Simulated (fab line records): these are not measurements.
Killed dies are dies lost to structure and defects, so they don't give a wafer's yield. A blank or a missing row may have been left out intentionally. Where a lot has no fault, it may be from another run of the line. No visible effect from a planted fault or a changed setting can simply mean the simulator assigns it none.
fab line records | flow gf180mcu
record: lots: 14 wafers: 42 lastDay: 34
route steps=602 shown STI@24 V1@360 M2@378 V2@405
lots untouched by any fault: they come from a run of this same line in which no faults occurred
startH: hours from the record's first day to the start of the lot's first wafer shown | waitH: hours from the lot's prior step to this one | " unchanged from the row above | L1.1+2: a single row standing in for several wafers | - no value, or no start was given | * or withheld: withheld | < > ~ a bound
route shown NAME@n: a module of which the file shows steps, and the number in the route of the first | usual: the fault-free wafers' mean and standard deviation | same: alike in all rows | chamber/n: place in a boat | sites: readings site by site | _std_site: their standard deviation | _edge_site: mean of outer sites minus mean of inner sites | radiusMm: how far each site lies from the wafer's centre | mask NAME#n: copy n | behind: tool/chamber where the wafer was last shaped | hold: why the lot was held/for how many hours/how that ended | device: the transistor (n, p or np) that didn't switch | end of line: at the end of the route, the tests of the same wafers | where a step has no rows: the recipe by itself | killed: at the first sort, the dies lost to defects and structure; wafer yield is something else | map: per-die view of a wafer (x killed, . not killed, _ where there is no die)
set.NAME: the setting that was run; set.NAME@STEP: the one run at that earlier step | model.NAME: the simulator's own value behind a step, which no gauge read
steps of the route over a sample of lots; a table a step, a row a wafer
services: the hour from which a tool's chamber was out of use, counted from the record's first day as startH (under 0 if before that day), plus the number of hours and why
== steps ==
step: GF_STI_CVD_23
recipe: material: SiO2 targetThkNm: 650 sigmaOpenFrac: 0.3 timeS: 108.3 tempC: 600 sih4FlowSccm: 60 pressureMtorr: 6
usual: pressureMtorr: 5.999/0.0096 runLengthS: 136.6/0.42 sih4FlowSccm: 60.01/0.17
columns lot.wafer tool chamber startH waitH pressureMtorr runLengthS sih4FlowSccm
L899.3 hdpcvd-02 0 29.27 0.0 5.979 136.6 60.06
L899.5 " 2 " " 5.975 137.0 60.38
L899.6 " 1 " " 6.000 136.3 60.23
L901.1 hdpcvd-02 0 42.47 0.1 6.010 136.4 60.13
L901.5 " 0 " " 5.998 136.6 59.88
L901.6 " 1 " " 6.009 136.1 60.01
L902.1 hdpcvd-01 2 44.66 0.1 6.009 136.3 59.77
L902.5 " 2 " " 6.015 136.1 59.74
L902.6 " 0 " " 5.995 136.9 60.17
L904.1 hdpcvd-02 1 52.59 0.1 6.005 136.0 59.99
L904.4 " 0 " " 5.995 136.6 59.99
L904.5 " 2 " " 5.992 137.2 59.95
L905.1 hdpcvd-02 0 58.18 0.1 5.992 136.8 59.82
L905.5 " 0 " " 5.989 136.8 59.93
L905.6 " 1 " " 6.012 136.3 60.31
L907.4 hdpcvd-02 0 68.97 0.1 5.989 136.9 59.81
L907.5 " 1 " " 5.998 136.3 60.11
L907.6 " 2 " " 6.003 137.5 59.91
L909.1 hdpcvd-02 0 78.84 0.1 5.996 136.8 60.05
L909.3 " 1 " " 5.999 136.8 59.80
L909.6 " 1 " " 6.007 136.6 59.76
L911.3 hdpcvd-01 2 90.29 0.0 5.985 136.2 59.81
L911.5 " 2 " " 5.993 136.8 59.93
L911.6 " 1 " " 6.000 136.0 59.94
L913.1 hdpcvd-02 2 100.41 0.1 - - -
L913.2 " 1 " " - - -
L913.3 " 0 " " - - -
L914.1 hdpcvd-01 0 106.01 0.1 - - -
L914.2 " 2 " " - - -
L914.5 " 0 " " - - -
L915.2 hdpcvd-01 0 110.62 0.0 5.998 136.4 60.10
L915.3 " 1 " " 5.998 136.0 60.22
L915.5 " 2 " " 6.007 136.8 60.24
L916.4 hdpcvd-01 2 116.20 0.1 6.002 136.6 60.11
L916.5 " 1 " " 5.995 136.8 59.99
L916.6 " 0 " " 5.982 136.4 60.34
L918.3 hdpcvd-02 1 126.17 0.0 5.987 136.7 59.88
L918.4 " 0 " " 6.014 136.5 59.96
L918.6 " 1 " " 5.986 136.4 60.07
L920.3 hdpcvd-01 2 136.06 0.0 5.990 136.9 59.80
L920.4 " 1 " " 5.999 136.3 59.91
L920.5 " 2 " " 5.995 136.2 60.11
step: GF_V1_THK_MEAS_25
recipe: thkMeasGauge: xrf reads: W_of_V1_CVD_23
usual: V1_W_THK: 354/5.4
columns lot.wafer tool chamber startH waitH V1_W_THK[nm]
L899.3 filmMetro-01 - 412.24 0.1 366
L899.5 " - " " 361
L899.6 " - " " 352
L901.1 filmMetro-01 - 435.33 0.1 357
L901.5 " - " " 364
L901.6 " - " " 354
L902.1 filmMetro-03 - 440.02 0.1 352
L902.5 " - " " 353
L902.6 " - " " 351
L904.1 filmMetro-04 - 456.96 0.1 347
L904.4 " - " " 349
L904.5 " - " " 350
L905.1 filmMetro-03 - 468.04 0.1 357
L905.5 " - " " 350
L905.6 " - " " 357
L907.4 filmMetro-01 - 486.47 0.1 351
L907.5 " - " " 355
L907.6 " - " " 351
L909.1 filmMetro-03 - 505.03 0.1 354
L909.3 " - " " 346
L909.6 " - " " 342
L911.3 filmMetro-04 - 526.68 0.1 350
L911.5 " - " " 355
L911.6 " - " " 351
L915.2 filmMetro-01 - 552.95 0.1 366
L915.3 " - " " 359
L915.5 " - " " 362
L916.4 filmMetro-03 - 561.77 0.1 358
L916.5 " - " " 354
L916.6 " - " " 359
L918.3 filmMetro-03 - 578.70 0.1 361
L918.4 " - " " 347
L918.6 " - " " 348
L920.3 filmMetro-03 - 593.87 0.1 353
L920.4 " - " " 344
L920.5 " - " " 352
step: GF_M2_METAL_ETCH_16
recipe: chemistry: Cl2/BCl3 maskMaterial: KrF targetDepthNm: 750.8 stopOn: SiO2 pressureMtorr: 8 icpW: 800 biasW: 140 Cl2_flow_sccm: 80 bcl3FlowSccm: 40 timeS: 125.1
usual: drypumpMotorCurrentA: 5.9/0.42 oesProductAu: 0.980/0.009 throttleValvePct: 28.241/0.012
columns lot.wafer tool chamber startH waitH drypumpMotorCurrentA oesProductAu rfHoursCounterH throttleValvePct
L899.3 rieMetal-04 0 436.44 0.1 5.5 0.981 - 28.234
L899.5 " 0 " " 5.5 0.974 - 28.245
L899.6 " 1 " " 5.6 0.969 - 28.259
L901.1 rieMetal-03 1 460.40 0.0 6.7 0.971 9 28.246
L901.5 " 0 " " 5.9 0.993 - 28.220
L901.6 " 1 " " 6.7 0.981 - 28.244
L902.1 rieMetal-04 1 465.25 0.0 5.7 0.974 3 28.245
L902.5 " 1 " " 5.7 0.990 - 28.245
L902.6 " 0 " " 5.5 0.983 - 28.251
L904.1 rieMetal-03 1 482.05 0.0 6.7 0.970 10 28.246
L904.4 " 0 " " 5.9 0.997 - 28.218
L904.5 " 1 " " 6.7 0.977 - 28.255
L905.1 rieMetal-02 0 492.85 0.0 5.6 0.983 2 28.239
L905.5 " 1 " " 5.9 0.987 - 28.247
L905.6 " 0 " " 5.6 0.977 - 28.235
L907.4 rieMetal-04 1 510.69 0.1 5.6 0.967 - 28.248
L907.5 " 1 " " 5.7 0.964 - 28.267
L907.6 " 0 " " 5.5 0.977 - 28.265
L909.1 rieMetal-02 1 528.65 0.0 5.9 0.994 9 28.238
L909.3 " 1 " " 5.9 0.986 - 28.231
L909.6 " 0 " " 5.6 0.992 - 28.236
L911.3 rieMetal-03 1 550.69 0.1 6.7 0.970 - 28.255
L911.5 " 1 " " 6.8 0.968 - 28.244
L911.6 " 1 " " 6.7 0.972 - 28.251
L915.2 rieMetal-03 1 575.34 0.0 6.7 0.979 12 28.254
L915.3 " 1 " " 6.7 0.973 - 28.249
L915.5 " 1 " " 6.7 0.973 - 28.238
L916.4 rieMetal-04 0 584.54 0.1 5.5 0.971 - 28.261
L916.5 " 0 " " 5.5 0.972 - 28.244
L916.6 " 1 " " 5.6 0.971 - 28.235
L918.3 rieMetal-03 0 600.39 0.1 5.9 0.990 - 28.225
L918.4 " 1 " " 6.7 0.980 - 28.222
L918.6 " 1 " " 6.7 0.977 - 28.247
L920.3 rieMetal-04 1 614.74 0.1 5.6 0.965 - 28.249
L920.4 " 0 " " 5.5 0.973 - 28.264
L920.5 " 0 " " 5.5 0.977 - 28.250
step: GF_V2_CVD_23
recipe: material: W targetThkNm: 350 timeS: 104.94 tempC: 400 pressureTorr: 40
usual: chamberPressureTorr: 40.00/0.095 heaterPowerOuterW: 502/34 heaterPowerW: 809/53
columns lot.wafer tool chamber startH waitH chamberPressureTorr heaterPowerOuterW heaterPowerW sinceWetCleanH
L899.3 cvdW-02 1 462.73 0.1 40.20 498 741 -
L899.5 " 0 " " 40.02 501 815 -
L899.6 " 1 " " 40.10 476 745 -
L901.1 cvdW-02 0 487.01 0.0 40.13 503 801 83
L901.5 " 1 " " 39.83 488 756 -
L901.6 " 0 " " 40.05 497 830 -
L902.1 cvdW-01 1 492.44 0.0 39.99 565 891 588
L902.5 " 1 " " 40.12 569 903 -
L902.6 " 0 " " 39.95 447 811 -
L904.1 cvdW-02 0 507.84 0.0 39.98 501 818 104
L904.4 " 0 " " 40.03 496 810 -
L904.5 " 1 " " 40.15 486 743 -
L905.1 cvdW-01 0 518.70 0.0 40.00 460 811 615
L905.5 " 1 " " 39.85 573 922 -
L905.6 " 0 " " 40.16 462 796 -
L907.4 cvdW-01 1 535.98 0.1 40.01 564 890 -
L907.5 " 0 " " 40.02 456 786 -
L907.6 " 1 " " 40.02 559 906 -
L909.1 cvdW-01 1 553.18 0.0 39.92 559 904 649
L909.3 " 0 " " 40.08 460 809 -
L909.6 " 1 " " 39.93 570 892 -
L911.3 cvdW-01 1 574.70 0.1 39.87 567 894 -
L911.5 " 0 " " 39.86 466 797 -
L911.6 " 1 " " 39.85 560 903 -
L915.2 cvdW-02 1 598.69 0.0 39.97 484 785 195
L915.3 " 1 " " 39.90 482 769 -
L915.5 " 0 " " 39.95 507 811 -
L916.4 cvdW-01 1 608.20 0.1 39.80 562 934 -
L916.5 " 0 " " 39.89 469 797 -
L916.6 " 1 " " 39.88 548 907 -
L918.3 cvdW-02 0 623.28 0.1 39.95 506 829 -
L918.4 " 1 " " 40.12 494 749 -
L918.6 " 0 " " 40.05 509 815 -
L920.3 cvdW-02 1 638.04 0.1 40.09 487 748 -
L920.4 " 0 " " 39.90 516 830 -
L920.5 " 1 " " 40.00 480 773 -
== services ==
columns tool chamber startH hours kind
cvdW-01 0 15.71 3.1 repair
cvdW-02 0 32.93 2.9 repair
hdpcvd-02 2 41.90 5.0 repair
cvdW-02 - 52.97 2.8 pm
cvdW-01 0 92.22 19.9 repair
cvdW-01 - 121.03 6.0 pm
cvdW-02 0 146.88 2.6 repair
hdpcvd-01 - 149.65 1.5 repair
cvdW-01 - 150.77 1.1 repair
cvdW-01 - 173.33 2.8 pm
hdpcvd-02 - 192.41 1.7 repair
hdpcvd-01 - 198.89 28.1 pm
cvdW-01 - 206.27 1.1 repair
hdpcvd-02 - 228.28 1.7 repair
hdpcvd-01 - 247.48 2.8 pm
hdpcvd-02 - 249.35 3.1 repair
hdpcvd-02 2 261.67 7.9 repair
cvdW-02 - 265.01 0.7 repair
cvdW-02 - 274.94 1.0 repair
hdpcvd-02 - 332.36 2.8 pm
hdpcvd-02 0 491.52 23.2 repair
hdpcvd-02 - 539.25 15.0 pm
hdpcvd-02 - 625.90 6.0 pm
hdpcvd-02 - 631.90 4.3 pm
== key ==
firstSign: step: GF_STI_CVD_23 reading: toolRecord direction: missing
effect none on later readings
metAt GF_STI_CVD_23
struckLots L913,L914
scrappedBehind GF_STI_THK_MEAS_24 L913.1,L913.2,L913.3,L914.1,L914.2,L914.5
notActingAt GF_V1_THK_MEAS_25,GF_M2_METAL_ETCH_16,GF_V2_CVD_23
onsetBetween 90.29 100.41
fault: kind: skippedStepWhole tool: hdpcvd-01,hdpcvd-02 chamber: - onsetH: 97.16 steps: GF_STI_CVD_23 scope: struckLotsOnly
